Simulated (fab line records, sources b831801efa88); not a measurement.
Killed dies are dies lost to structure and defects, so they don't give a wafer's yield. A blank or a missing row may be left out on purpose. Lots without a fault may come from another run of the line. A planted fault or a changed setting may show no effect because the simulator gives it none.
Chamber matching | flow gf180mcu | GF_V2_CMP_04 on cmp-02: 4 sister chambers
The step polishes SiO2. 4 wafers are shown with their chamber, then 8 later ones without.

WAFERS WITH THEIR CHAMBER
wafer  | chamber | motor_current_A (A)
L661.5 | 3       | 11.6
L668.3 | 2       | 11.7
L668.4 | 1       | 13.2
L674.1 | 0       | 11.6

WAFERS WITHOUT THEIR CHAMBER
wafer  | motor_current_A (A)
L674.3 | 12.1
L674.4 | 13.2
L677.2 | 11.4
L677.3 | 12.2
L677.6 | 12.5
L681.1 | 12.2
L681.2 | 11.8
L681.5 | 12.9

WHICH CHAMBER EACH WENT THROUGH
wafer  | from the rows above               | in truth
L674.3 | can't be placed: 2 or 0 or 3 or 1 | 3
L674.4 | 1                                 | 1
L677.2 | can't be placed: 0 or 3 or 2      | 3
L677.3 | can't be placed: 2 or 0 or 3 or 1 | 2
L677.6 | can't be placed: 1 or 2 or 0 or 3 | 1
L681.1 | can't be placed: 2 or 0 or 3 or 1 | 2
L681.2 | can't be placed: 2 or 0 or 3      | 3
L681.5 | 1                                 | 1
Placed correctly: 2 of 8. Can't be placed from these rows: 6 (the true chamber is among the candidates in 6). Placed wrongly: 0.
How it was worked out, from the rows above alone: a wafer's distance from a chamber is the root of the sum, over the readings, of the square of ((its reading less the chamber's mean) divided by the reading's scatter). The wafer belongs to the nearest chamber; if the next one is less than 2 further off, it can't be placed. A chamber's mean is the mean of its shown wafers. The scatter: with one shown wafer a chamber, the root of the mean of the squares of how far each hidden wafer lies from its nearest shown one.
